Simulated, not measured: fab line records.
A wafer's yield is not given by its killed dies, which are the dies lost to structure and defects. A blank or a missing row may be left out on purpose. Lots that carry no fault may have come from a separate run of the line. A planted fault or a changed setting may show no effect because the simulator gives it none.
fab line records	flow sky130
[record] lots = 7	wafers = 21	lastDay = 50
route steps=708 shown VIA1@467 PAD_OPEN@708
lots with no fault: from the same line, run without faults
startH: start of the lot's first displayed wafer, in hours after the record's first day	waitH: hours since the lot's step before	" repeats the value in the row above	L1.1+2: a row that stands for several wafers	- either no value or no given start	* or withheld: withheld	< > ~ a bound
route shown NAME@n: NAME is a module with steps in the file, n the number in the route of the first one	usual: mean/standard deviation of fault-free wafers	same: alike in all rows	chamber/n: place in a boat	sites: per-site readings	_std_site: how widely they spread, as a standard deviation	_edge_site: inner sites' mean taken away from outer sites' mean	radiusMm: how far each site lies from the wafer's centre	mask NAME#n: copy n	behind: the tool/chamber that last shaped the wafer	hold: reason for holding the lot/hours on hold/outcome of the hold	device: whichever transistor did not switch (one of n, p or np)	end of line: at the end of the route, the tests of the same wafers	a step given without rows: its recipe and nothing more	killed: count of dies lost to structure and defects at first sort (not the wafer's yield)	map: the dies of a wafer, with x for killed, . for not killed, _ for no die there
set.NAME: the setting as run; set.NAME@STEP: as run at that earlier step	model.NAME: the simulator's own value behind a step, which no gauge read
lots seen at some steps along the route; tables by step, rows by wafer
services: when a tool's chamber went out of use (startH, in hours from the record's first day, below 0 if earlier), for how many hours, and the reason
[[steps]]
[step SKY_VIA1_EXPOSE_09]
[recipe] maskId = VIM	na = 0.8	sourceShape = annular	sigmaInner = 0.55	sigmaOuter = 0.85	targetCdNm = 150	doseMj = 38
[step SKY_VIA1_PEB_10]
[recipe] pebTempC = withheld	pebTimeS = withheld	resist = KrF-thick
[step SKY_VIA1_DEVELOP_11]
[recipe] developTimeS = 60	resist = KrF-thick	devTempC = 21
[step SKY_VIA1_CD_MEAS_12]
[recipe] targetCdNm = 150
[usual] cdNm = 149.9/1.7
lot.wafer	tool	chamber	startH	waitH	cdNm
L336.1	cdSem-01	-	835.60	-	148.8
L336.3	"	-	"	"	150.2
L336.4	"	-	"	"	150.6
L340.3	cdSem-01	-	861.29	-	149.1
L340.4	"	-	"	"	147.9
L340.6	"	-	"	"	149.0
L348.2	cdSem-01	-	921.10	-	150.6
L348.3	"	-	"	"	150.5
L348.5	"	-	"	"	151.3
L349.1	cdSem-01	-	922.60	-	152.8
L349.5	"	-	"	"	151.2
L349.6	"	-	"	"	151.4
L350.2	cdSem-02	-	926.87	-	151.7
L350.5	"	-	"	"	150.7
L350.6	"	-	"	"	151.4
L351.1	cdSem-02	-	938.38	-	149.3
L351.2	"	-	"	"	149.8
L351.4	"	-	"	"	149.3
L353.1	cdSem-02	-	951.70	-	152.2
L353.4	"	-	"	"	151.4
L353.6	"	-	"	"	149.9
[step SKY_VIA1_OVL_MEAS_13]
[usual] VIA1_OVL = -1/5.9
lot.wafer	tool	chamber	startH	waitH	VIA1_OVL[nm]
L336.1	overlay-01	-	835.72	0.1	1
L336.3	"	-	"	"	-2
L336.4	"	-	"	"	-2
L340.3	overlay-01	-	861.38	0.1	-1
L340.4	"	-	"	"	9
L340.6	"	-	"	"	3
L348.2	overlay-02	-	921.21	0.1	-6
L348.3	"	-	"	"	-13
L348.5	"	-	"	"	-8
L349.1	overlay-01	-	922.72	0.1	-9
L349.5	"	-	"	"	-9
L349.6	"	-	"	"	-12
L350.2	overlay-01	-	926.97	0.1	-4
L350.5	"	-	"	"	0
L350.6	"	-	"	"	-4
L351.1	overlay-02	-	938.50	0.1	-2
L351.2	"	-	"	"	-7
L351.4	"	-	"	"	-13
L353.1	overlay-02	-	951.82	0.1	4
L353.4	"	-	"	"	3
L353.6	"	-	"	"	5
[step SKY_VIA1_ETCH_14]
[recipe] chemistry = N2/H2	target = BARC	ionEnergyEv = 200	sourceW = 500	biasW = 100	pressureMtorr = 30	n2FlowSccm = 100	h2FlowSccm = 200	stopOn = SiO2	timeS = 45.9	targetDepthA = 600
[usual] drypumpMotorCurrentA = 5.9/0.48	oesProductAu = 0.854/0.0044	rfFwdPowerW = 495.0/1.8	throttleValvePct = 13.224/0.0096
lot.wafer	tool	chamber	startH	waitH	drypumpMotorCurrentA	oesProductAu	rfFwdPowerW	rfHoursCounterH	throttleValvePct
L336.1	rieDiel-03	3	835.75	0.0	6.4	0.851	495.1	6	13.235
L336.3	"	1	"	"	5.8	0.855	492.2	8	13.211
L336.4	"	2	"	"	5.2	0.843	492.2	5	13.226
L340.3	rieDiel-01	0	861.40	0.0	6.1	0.853	497.2	4	13.222
L340.4	"	3	"	"	5.7	0.848	495.0	24	13.241
L340.6	"	1	"	"	5.6	0.864	495.5	-	13.240
L348.2	rieDiel-02	2	921.24	0.0	6.7	0.850	496.3	8	13.217
L348.3	"	0	"	"	5.7	0.858	496.0	19	13.214
L348.5	"	0	"	"	5.7	0.853	500.3	-	13.232
L349.1	rieDiel-02	0	922.75	0.0	5.7	0.852	497.4	19	13.228
L349.5	"	3	"	"	5.6	0.855	492.0	-	13.221
L349.6	"	2	"	"	6.7	0.849	497.4	-	13.240
L350.2	rieDiel-03	2	927.00	0.0	5.2	0.853	495.8	8	13.216
L350.5	"	1	"	"	5.8	0.857	494.6	-	13.225
L350.6	"	2	"	"	5.2	0.855	492.3	-	13.216
L351.1	rieDiel-02	0	938.54	0.0	5.7	0.856	496.3	19	13.229
L351.2	"	3	"	"	5.6	0.856	493.7	10	13.224
L351.4	"	3	"	"	5.6	0.846	493.7	-	13.210
L353.1	rieDiel-01	3	951.86	0.0	5.7	0.857	495.1	27	13.241
L353.4	"	0	"	"	6.2	0.848	494.4	7	13.216
L353.6	"	3	"	"	5.7	0.856	491.9	-	13.233
[step SKY_VIA1_ETCH_15]
[recipe] target = SiO2	chemistry = C4F8/O2/Ar	targetDepthNm = 351	stopOn = TiN	maskMaterial = KrF-thick	sourceW = 1500	biasW = 1200	pressureMtorr = 40	c4f8FlowSccm = withheld	O2_flow_sccm = 6	Ar_flow_sccm = 300	timeS = 54
[usual] oesProductAu = 0.980/0.0064	rfFwdPowerW = 1487/5.6
lot.wafer	tool	chamber	startH	waitH	oesProductAu	rfFwdPowerW	rfHoursCounterH
L336.1	rieDiel-03	3	835.80	0.0	0.975	1498	6
L336.3	"	1	"	"	0.975	1489	8
L336.4	"	2	"	"	0.982	1480	5
L340.3	rieDiel-01	0	861.45	0.0	0.986	1496	4
L340.4	"	3	"	"	0.990	1485	24
L340.6	"	1	"	"	0.987	1483	-
L348.2	rieDiel-02	2	921.28	0.0	0.969	1494	8
L348.3	"	0	"	"	0.975	1493	19
L348.5	"	0	"	"	0.981	1494	-
L349.1	rieDiel-02	0	922.80	0.0	0.982	1486	19
L349.5	"	3	"	"	0.973	1481	-
L349.6	"	2	"	"	0.981	1495	-
L350.2	rieDiel-03	2	927.05	0.0	0.983	1487	8
L350.5	"	1	"	"	0.984	1484	-
L350.6	"	2	"	"	0.966	1486	-
L351.1	rieDiel-02	0	938.58	0.0	0.977	1496	19
L351.2	"	3	"	"	0.976	1483	10
L351.4	"	3	"	"	0.981	1477	-
L353.1	rieDiel-01	3	951.90	0.0	0.989	1488	27
L353.4	"	0	"	"	0.984	1492	7
L353.6	"	3	"	"	0.986	1493	-
[step SKY_VIA1_STRIP_16]
[recipe] chemistry = O2/N2	powerW = 1400	pressureMtorr = 1500	platenTempC = withheld	o2FlowSccm = 3000	n2FlowSccm = 300	overashFraction = 0.5
[usual] drypumpMotorCurrentA = 5.7/0.44	oesProductAu = 0.416/0.0047	stripTimeToEndpointS = 4.458/0.02
[same] overashFraction = 0.5
lot.wafer	tool	chamber	startH	waitH	drypumpMotorCurrentA	oesProductAu	rfHoursCounterH	stripTimeToEndpointS
L336.1	plasmaAsher-02	1	835.84	0.0	6.4	0.418	65	4.442
L336.3	"	1	"	"	6.3	0.417	-	4.437
L336.4	"	0	"	"	5.7	0.416	-	4.453
L340.3	plasmaAsher-01	0	861.53	0.1	5.0	0.420	-	4.433
L340.4	"	1	"	"	5.7	0.407	-	4.428
L340.6	"	1	"	"	5.7	0.420	-	4.451
L348.2	plasmaAsher-01	1	921.33	0.0	5.7	0.416	17	4.478
L348.3	"	0	"	"	5.0	0.413	-	4.449
L348.5	"	1	"	"	5.7	0.416	-	4.444
L349.1	plasmaAsher-02	1	922.84	0.0	6.3	0.408	74	4.459
L349.5	"	1	"	"	6.3	0.419	-	4.458
L349.6	"	0	"	"	5.7	0.413	-	4.490
L350.2	plasmaAsher-02	0	927.09	0.0	5.7	0.420	74	4.465
L350.5	"	0	"	"	5.7	0.415	-	4.420
L350.6	"	1	"	"	6.3	0.410	-	4.468
L351.1	plasmaAsher-01	1	938.63	0.0	5.7	0.416	19	4.446
L351.2	"	0	"	"	5.0	0.413	19	4.498
L351.4	"	1	"	"	5.7	0.416	-	4.504
L353.1	plasmaAsher-02	0	951.95	0.0	5.7	0.414	77	4.422
L353.4	"	1	"	"	6.3	0.415	-	4.448
L353.6	"	0	"	"	5.7	0.414	-	4.444
[step SKY_VIA1_STRIP_17]
[recipe] chemistry = postEtchResidueRemover	timeS = 1200	tempC = 72.5
[step SKY_VIA1_CLEAN_18]
[recipe] chemistry = IPA	timeS = 180	tempC = 25
[step SKY_VIA1_CLEAN_19]
[recipe] chemistry = O3/DIW	dry = n2Spin
[step SKY_VIA1_SPUTTER_20]
[recipe] material = TiN	targetThkNm = 20	chamberPressurePa = 5	powerW = 4000	timeS = 80
[usual] throttleValvePct = 30.3/0.84
lot.wafer	tool	chamber	startH	waitH	throttleValvePct
L336.1	pvdSputter-02	-	836.48	0.0	29.9
L336.3	"	-	"	"	31.2
L336.4	"	-	"	"	29.5
L340.3	pvdSputter-03	-	862.15	0.0	30.0
L340.4	"	-	"	"	31.7
L340.6	"	-	"	"	29.5
L348.2	pvdSputter-02	-	922.04	0.0	30.0
L348.3	"	-	"	"	31.0
L348.5	"	-	"	"	29.9
L349.1	pvdSputter-03	-	923.53	0.0	29.6
L349.5	"	-	"	"	29.9
L349.6	"	-	"	"	28.5
L350.2	pvdSputter-03	-	927.74	0.0	30.6
L350.5	"	-	"	"	31.8
L350.6	"	-	"	"	30.4
L351.1	pvdSputter-04	-	939.22	0.0	31.5
L351.2	"	-	"	"	30.1
L351.4	"	-	"	"	30.8
L353.1	pvdSputter-04	-	952.62	0.0	29.9
L353.4	"	-	"	"	30.1
L353.6	"	-	"	"	31.5
[step SKY_VIA1_CVD_21]
[recipe] material = W	targetThkNm = 270	timeS = 80.902	tempC = 400	pressureTorr = 40
[usual] chamberPressureTorr = 40.00/0.094	heaterPowerOuterW = 510/25	heaterPowerW = 834/59
lot.wafer	tool	chamber	startH	waitH	chamberPressureTorr	heaterPowerOuterW	heaterPowerW	model.W_of_VIA1_CVD_21.thkNm
L336.1	cvdW-02	1	836.54	0.0	39.94	513	786	270.1
L336.3	"	1	"	"	40.34	525	787	268.8
L336.4	"	0	"	"	39.96	549	924	272.9
L340.3	cvdW-02	0	862.24	0.1	40.02	539	918	270.6
L340.4	"	1	"	"	39.89	506	775	269.1
L340.6	"	0	"	"	39.99	538	914	270.2
L348.2	cvdW-01	0	922.10	0.0	39.96	471	778	273.7
L348.3	"	1	"	"	39.86	470	785	274.6
L348.5	"	1	"	"	40.00	469	759	273
L349.1	cvdW-02	0	923.59	0.0	49.11	531	924	293.6
L349.5	"	1	"	"	40.07	517	795	269.2
L349.6	"	0	"	"	49.16	530	937	296.2
L350.2	cvdW-02	0	927.80	0.0	48.94	550	907	294.9
L350.5	"	1	"	"	39.95	525	781	264.1
L350.6	"	0	"	"	49.13	543	898	296
L351.1	cvdW-02	0	939.28	0.0	48.99	535	903	299.9
L351.2	"	1	"	"	40.06	519	793	269.9
L351.4	"	1	"	"	40.13	523	760	268.4
L353.1	cvdW-01	1	952.68	0.0	40.07	478	745	268.6
L353.4	"	0	"	"	39.94	465	790	272.3
L353.6	"	0	"	"	40.03	460	775	274.2
[step SKY_VIA1_RS_MEAS_22]
[recipe] thkMeasGauge = four-point-probe	reads = W_of_VIA1_CVD_21+TiN_of_VIA1_SPUTTER_20
[usual] VIA1_W_RS = 0.427/0.005
lot.wafer	tool	chamber	startH	waitH	VIA1_W_RS[ohm/sq]
L336.1	filmMetro-04	-	836.63	0.1	0.426
L336.3	"	-	"	"	0.427
L336.4	"	-	"	"	0.421
L340.3	filmMetro-04	-	862.34	0.1	0.425
L340.4	"	-	"	"	0.427
L340.6	"	-	"	"	0.425
L348.2	filmMetro-02	-	922.21	0.1	0.421
L348.3	"	-	"	"	0.419
L348.5	"	-	"	"	0.421
L349.1	filmMetro-04	-	923.69	0.1	0.392
L349.5	"	-	"	"	0.427
L349.6	"	-	"	"	0.387
L350.2	filmMetro-03	-	927.92	0.1	0.390
L350.5	"	-	"	"	0.437
L350.6	"	-	"	"	0.389
L351.1	filmMetro-03	-	939.37	0.1	0.383
L351.2	"	-	"	"	0.427
L351.4	"	-	"	"	0.429
L353.1	filmMetro-02	-	952.78	0.1	0.429
L353.4	"	-	"	"	0.423
L353.6	"	-	"	"	0.420
[step SKY_VIA1_THK_MEAS_23]
[recipe] thkMeasGauge = xrf	reads = W_of_VIA1_CVD_21
[usual] VIA1_W_THK = 275/4
lot.wafer	tool	chamber	startH	waitH	VIA1_W_THK[nm]
L336.1	filmMetro-04	-	836.75	0.1	277
L336.3	"	-	"	"	278
L336.4	"	-	"	"	282
L340.3	filmMetro-04	-	862.44	0.1	280
L340.4	"	-	"	"	278
L340.6	"	-	"	"	281
L348.2	filmMetro-02	-	922.32	0.1	281
L348.3	"	-	"	"	281
L348.5	"	-	"	"	279
L349.1	filmMetro-04	-	923.81	0.1	303
L349.5	"	-	"	"	277
L349.6	"	-	"	"	305
L350.2	filmMetro-03	-	928.03	0.1	300
L350.5	"	-	"	"	267
L350.6	"	-	"	"	301
L351.1	filmMetro-03	-	939.49	0.1	300
L351.2	"	-	"	"	270
L351.4	"	-	"	"	271
L353.1	filmMetro-02	-	952.90	0.1	275
L353.4	"	-	"	"	278
L353.6	"	-	"	"	280
[step SKY_VIA1_CMP_24]
[recipe] stopOn = SiO2	tOverpolishS = 15	downForcePsi = 3.5	platenRpm = 60	targetThkNm = 0	padVelocityMS = 0.94248
[usual] motorCurrentA = 11.4/1.2
lot.wafer	tool	chamber	startH	waitH	motorCurrentA
L336.4	cmp-02	1	836.81	0.0	12.6
L336.1	"	3	"	"	10.2
L336.3	"	0	"	"	12.1
L340.4	cmp-02	2	862.53	0.1	11.1
L340.3	"	0	"	"	12.0
L340.6	"	1	"	"	11.8
L348.3	cmp-01	1	922.37	0.0	13.4
L348.2	"	0	"	"	12.5
L348.5	"	1	"	"	13.0
L349.1	cmp-01	0	923.92	0.1	12.9
L349.6	"	3	"	"	10.5
L349.5	"	0	"	"	13.2
L350.2	cmp-02	2	928.08	0.0	11.1
L350.6	"	2	"	"	10.5
L350.5	"	3	"	"	10.3
L351.1	cmp-02	1	939.55	0.1	12.5
L351.4	"	3	"	"	10.2
L351.2	"	0	"	"	12.0
L353.1	cmp-01	0	952.96	0.1	12.8
L353.4	"	2	"	"	10.3
L353.6	"	0	"	"	12.7
[step SKY_PAD_OPEN_PROBE_99]
[usual] defectLimitedYield = 82.5/2.2	killed_at_M0_to_M3 = 43/7.5	killed_at_M4_up = 3.2/1.9	killedAtContacts = 24/5.6	killedAtFrontEnd = 15/4.8	killedAtOther = 0.2/0.54	killedDies = 86/11	killedOnRim = 17/3.6	killedOpen = 47/7.6	killedShort = 39/7.1	sort_bin_3_pad_short = 0.8/0.36	sort_bin_5_function = 10.4/1.6	sort_bin_6_memory = 6.3/1.3	sortNPass = 406/11	sortYieldPct = 82.5/2.2
[same] grossDies = 492	killedAtBackSide = 0	sort_bin_4_leakage[%] = 0	sort_bin_8_speed[%] = 0
lot.wafer	tool	chamber	startH	waitH	defectLimitedYield[%]	killed_at_M0_to_M3	killed_at_M4_up	killedAtContacts	killedAtFrontEnd	killedAtOther	killedDies	killedOnRim	killedOpen	killedShort	sort_bin_3_pad_short[%]	sort_bin_5_function[%]	sort_bin_6_memory[%]	sortNPass	sortYieldPct[%]
L336.1	prober-01	-	1118.65	0.1	84.8	43	0	17	15	0	75	20	40	35	0.4	9.1	5.7	417	84.8
L336.3	prober-01	-	1118.75	0.2	87.8	28	2	16	14	0	60	11	30	30	0.6	7.5	4.1	432	87.8
L336.4	prober-01	-	1118.80	0.2	83.1	44	4	22	13	0	83	14	45	38	1.4	9.3	6.1	409	83.1
L340.3	prober-02	-	1137.81	0.2	84.3	38	4	27	8	0	77	16	45	32	1.2	8.1	6.3	415	84.3
L340.4	prober-02	-	1137.86	0.2	81.5	49	3	25	14	0	91	21	51	40	0.8	11.0	6.7	401	81.5
L340.6	prober-02	-	1137.96	0.2	81.5	47	3	28	13	0	91	19	53	38	0.6	10.8	7.1	401	81.5
L348.2	prober-02	-	1177.59	0.1	86.2	28	5	24	11	0	68	14	34	34	0.6	7.9	5.3	424	86.2
L348.3	prober-02	-	1177.64	0.2	84.1	38	1	21	17	1	78	13	33	45	0.4	11.0	4.5	414	84.1
L348.5	prober-02	-	1177.74	0.2	83.3	39	6	19	18	0	82	13	42	40	0.4	9.6	6.7	410	83.3
L349.1	prober-01	-	1180.75	0.1	82.7	51	1	22	11	0	85	17	45	40	1.2	10.0	6.1	407	82.7
L349.5	prober-01	-	1180.95	0.2	77.4	63	3	32	13	0	111	22	64	47	0.6	14.0	7.9	381	77.4
L349.6	prober-01	-	1181.00	0.2	80.1	60	2	26	10	0	98	17	48	50	1.2	13.2	5.5	394	80.1
L350.2	prober-02	-	1185.35	0.1	85.0	40	4	12	18	0	74	11	44	30	0.2	10.8	4.1	418	85.0
L350.5	prober-02	-	1185.50	0.2	84.3	45	1	21	10	0	77	15	50	27	0	10.4	5.3	415	84.3
L350.6	prober-02	-	1185.55	0.2	81.1	34	2	31	25	1	93	19	51	42	1.0	11.8	6.1	399	81.1
L351.1	prober-01	-	1190.81	0.1	81.5	52	5	28	6	0	91	18	49	42	1.4	10.2	6.9	401	81.5
L351.2	prober-01	-	1190.86	0.1	79.5	51	9	23	18	0	101	17	55	46	0.4	12.2	7.9	391	79.5
L351.4	prober-01	-	1190.96	0.2	84.3	42	3	23	9	0	77	9	42	35	0.8	9.3	5.5	415	84.3
L353.1	prober-01	-	1201.15	0.1	84.6	40	4	18	14	0	76	12	46	30	0.6	10.4	4.5	416	84.6
L353.4	prober-01	-	1201.30	0.2	85.6	29	6	19	17	0	71	17	29	42	1.4	7.1	5.9	421	85.6
L353.6	prober-01	-	1201.40	0.2	81.9	38	1	24	26	0	89	22	57	32	0.6	10.0	7.5	403	81.9
// killed by level:class
L336.1 METAL1:geometricParticle:short=9 CONTACT:geometricParticle:open=8 VIA1:geometricParticle:open=8 VIA2:geometricParticle:open=8 FIELD_ISO:geometricParticle:open=5 LI_CONTACT:geometricParticle:short=4 VIA2:geometricParticle:short=4 METAL3:geometricParticle:short=4
L336.3 METAL2:geometricParticle:short=9 CONTACT:geometricParticle:open=5 VIA1:geometricParticle:open=5 FIELD_ISO:geometricParticle:open=4 FIELD_ISO:geometricParticle:short=4 LI_CONTACT:geometricParticle:open=4 CONTACT:geometricParticle:short=3 METAL1:geometricParticle:short=3
L336.4 VIA1:geometricParticle:open=14 CONTACT:geometricParticle:open=8 FIELD_ISO:geometricParticle:short=5 LI_CONTACT:geometricParticle:open=5 LOCAL_INTERCONNECT:geometricParticle:short=5 VIA3:geometricParticle:open=4 METAL2:geometricParticle:short=4 VIA2:geometricParticle:open=4
L340.3 CONTACT:geometricParticle:open=11 LI_CONTACT:geometricParticle:open=9 VIA1:geometricParticle:open=8 METAL2:geometricParticle:short=6 CONTACT:geometricParticle:short=5 METAL1:geometricParticle:short=5 VIA3:geometricParticle:short=5 VIA3:geometricParticle:open=5
L340.4 VIA1:geometricParticle:open=19 LI_CONTACT:geometricParticle:open=10 METAL1:geometricParticle:short=7 VIA3:geometricParticle:open=7 CONTACT:geometricParticle:open=6 VIA3:geometricParticle:short=4 SONOS_ONO:geometricParticle:short=3 POLY_GATE:geometricParticle:short=3
L340.6 VIA1:geometricParticle:open=16 CONTACT:geometricParticle:open=9 LI_CONTACT:geometricParticle:open=7 LOCAL_INTERCONNECT:geometricParticle:short=7 METAL1:geometricParticle:short=5 VIA2:geometricParticle:open=5 VIA3:geometricParticle:open=5 VIA1:geometricParticle:short=4
L348.2 LOCAL_INTERCONNECT:geometricParticle:short=7 CONTACT:geometricParticle:open=7 VIA1:geometricParticle:open=6 CONTACT:geometricParticle:short=5 METAL1:geometricParticle:short=5 VIA3:geometricParticle:open=5 SPACER:geometricParticle:open=4 POLY_GATE:geometricParticle:open=3
L348.3 LI_CONTACT:geometricParticle:open=11 METAL2:geometricParticle:short=9 POLY_GATE:geometricParticle:short=8 VIA1:geometricParticle:open=6 METAL1:geometricParticle:short=5 LOCAL_INTERCONNECT:geometricParticle:short=4 CONTACT:geometricParticle:open=4 VIA1:geometricParticle:short=4
L348.5 VIA2:geometricParticle:open=9 VIA3:geometricParticle:open=7 POLY_GATE:geometricParticle:open=6 CONTACT:geometricParticle:short=5 CONTACT:geometricParticle:open=5 METAL4:geometricParticle:short=5 METAL2:geometricParticle:short=5 METAL3:geometricParticle:short=5
L349.1 VIA1:geometricParticle:open=12 METAL1:geometricParticle:short=9 LOCAL_INTERCONNECT:geometricParticle:short=6 CONTACT:geometricParticle:open=6 LI_CONTACT:geometricParticle:open=6 VIA2:geometricParticle:open=6 VIA3:geometricParticle:short=6 VIA2:geometricParticle:short=4
L349.5 CONTACT:geometricParticle:open=14 VIA1:geometricParticle:open=13 VIA2:geometricParticle:open=10 VIA3:geometricParticle:open=9 METAL1:geometricParticle:short=7 LI_CONTACT:geometricParticle:open=7 METAL2:geometricParticle:short=5 VIA3:geometricParticle:short=5
L349.6 VIA1:geometricParticle:open=12 LI_CONTACT:geometricParticle:open=8 VIA2:geometricParticle:short=8 METAL2:geometricParticle:short=8 METAL1:geometricParticle:short=7 LOCAL_INTERCONNECT:geometricParticle:short=6 VIA3:geometricParticle:open=6 FIELD_ISO:geometricParticle:open=5
L350.2 VIA1:geometricParticle:open=14 VIA2:geometricParticle:open=9 METAL1:geometricParticle:short=6 POLY_GATE:geometricParticle:short=5 LI_CONTACT:geometricParticle:open=5 FIELD_ISO:geometricParticle:short=4 METAL2:geometricParticle:short=4 VIA3:geometricParticle:open=4
L350.5 VIA2:geometricParticle:open=9 CONTACT:geometricParticle:open=8 VIA1:geometricParticle:open=8 LI_CONTACT:geometricParticle:open=7 METAL1:geometricParticle:short=7 METAL2:geometricParticle:short=7 VIA3:geometricParticle:open=6 FIELD_ISO:geometricParticle:open=4
L350.6 CONTACT:geometricParticle:open=10 VIA1:geometricParticle:open=9 FIELD_ISO:geometricParticle:short=7 FIELD_ISO:geometricParticle:open=7 POLY_GATE:geometricParticle:short=5 LI_CONTACT:geometricParticle:short=5 LI_CONTACT:geometricParticle:open=5 CONTACT:geometricParticle:short=5
L351.1 VIA1:geometricParticle:open=15 CONTACT:geometricParticle:open=11 VIA2:geometricParticle:open=9 METAL1:geometricParticle:short=7 VIA1:geometricParticle:short=7 CONTACT:geometricParticle:short=5 LI_CONTACT:geometricParticle:short=4 LI_CONTACT:geometricParticle:open=4
L351.2 VIA1:geometricParticle:open=12 VIA3:geometricParticle:open=9 CONTACT:geometricParticle:open=8 VIA1:geometricParticle:short=7 METAL4:geometricParticle:short=6 METAL1:geometricParticle:short=5 POLY_GATE:geometricParticle:open=5 POLY_GATE:geometricParticle:short=4
L351.4 CONTACT:geometricParticle:open=9 LI_CONTACT:geometricParticle:open=7 METAL1:geometricParticle:short=7 VIA1:geometricParticle:open=7 METAL2:geometricParticle:short=7 VIA3:geometricParticle:open=7 FIELD_ISO:geometricParticle:short=5 VIA1:geometricParticle:short=5
L353.1 VIA3:geometricParticle:open=10 CONTACT:geometricParticle:open=8 VIA1:geometricParticle:open=8 FIELD_ISO:geometricParticle:open=6 POLY_GATE:geometricParticle:open=5 VIA1:geometricParticle:short=5 LI_CONTACT:geometricParticle:short=4 METAL1:geometricParticle:short=4
L353.4 METAL1:geometricParticle:short=9 FIELD_ISO:geometricParticle:short=8 LI_CONTACT:geometricParticle:open=6 CONTACT:geometricParticle:open=5 VIA3:geometricParticle:open=5 VIA1:geometricParticle:short=5 CONTACT:geometricParticle:short=4 POLY_GATE:geometricParticle:short=3
L353.6 LI_CONTACT:geometricParticle:open=11 VIA2:geometricParticle:open=9 VIA3:geometricParticle:open=9 FIELD_ISO:geometricParticle:short=8 CONTACT:geometricParticle:open=8 POLY_GATE:geometricParticle:open=6 VIA1:geometricParticle:open=6 FIELD_ISO:geometricParticle:open=5
[[services]]
tool	chamber	startH	hours	kind
cmp-01	-	824.00	2.6	repair
rieDiel-03	2	840.82	10.4	repair
rieDiel-03	-	841.95	0.6	repair
cmp-02	-	847.37	3.4	repair
pvdSputter-03	-	853.55	1.8	repair
cmp-02	-	868.86	7.6	pm
cmp-01	-	870.98	2.0	repair
plasmaAsher-02	-	882.30	0.4	repair
plasmaAsher-01	-	894.47	7.6	repair
pvdSputter-03	0	897.23	-	consumableReplace:kit
pvdSputter-02	-	900.47	3.7	repair
pvdSputter-02	-	903.01	5.2	repair
cvdW-01	-	904.00	14.0	pm
cvdW-02	-	905.11	0.5	repair
cmp-02	-	912.11	4.0	pm
cmp-02	-	916.11	-	consumableReplace:conditioner
cmp-02	-	916.11	-	consumableReplace:pad
pvdSputter-02	-	927.52	1.5	repair
cmp-01	-	928.40	1.4	repair
cmp-02	-	928.72	2.0	repair
cmp-01	-	929.55	0.9	repair
rieDiel-02	1	936.76	2.9	repair
cvdW-02	-	949.71	6.9	pm
pvdSputter-03	-	950.54	4.1	repair
[[key]]
[firstSign] step = SKY_VIA1_CVD_21	reading = chamberPressureTorr	direction = up	sigmas = 96	usual = 40.00	struck = 49.07
[effect] step = SKY_VIA1_RS_MEAS_22	reading = VIA1_W_RS	direction = down	sigmas = 7.7	usual = 0.427	struck = 0.388
[effect] step = SKY_VIA1_THK_MEAS_23	reading = VIA1_W_THK	direction = up	sigmas = 6.7	usual = 275	struck = 302
[modelEffect] step = SKY_VIA1_CVD_21	value = W_of_VIA1_CVD_21.thkNm	without = 267.1	struck = 296.1
metAt SKY_VIA1_CVD_21
struckWafers L349.1,L349.6,L350.2,L350.6,L351.1
onsetBetween 862.24 923.59
[fault] kind = processParameterDrift	tool = cvdW-02	chamber = 0	onsetH = 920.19	steps = SKY_VIA1_CVD_21	channel = pressureTorr	offset = 9.0507	shape = step	endH = 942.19	actsIn = theseRecipesOnly	stated = 40
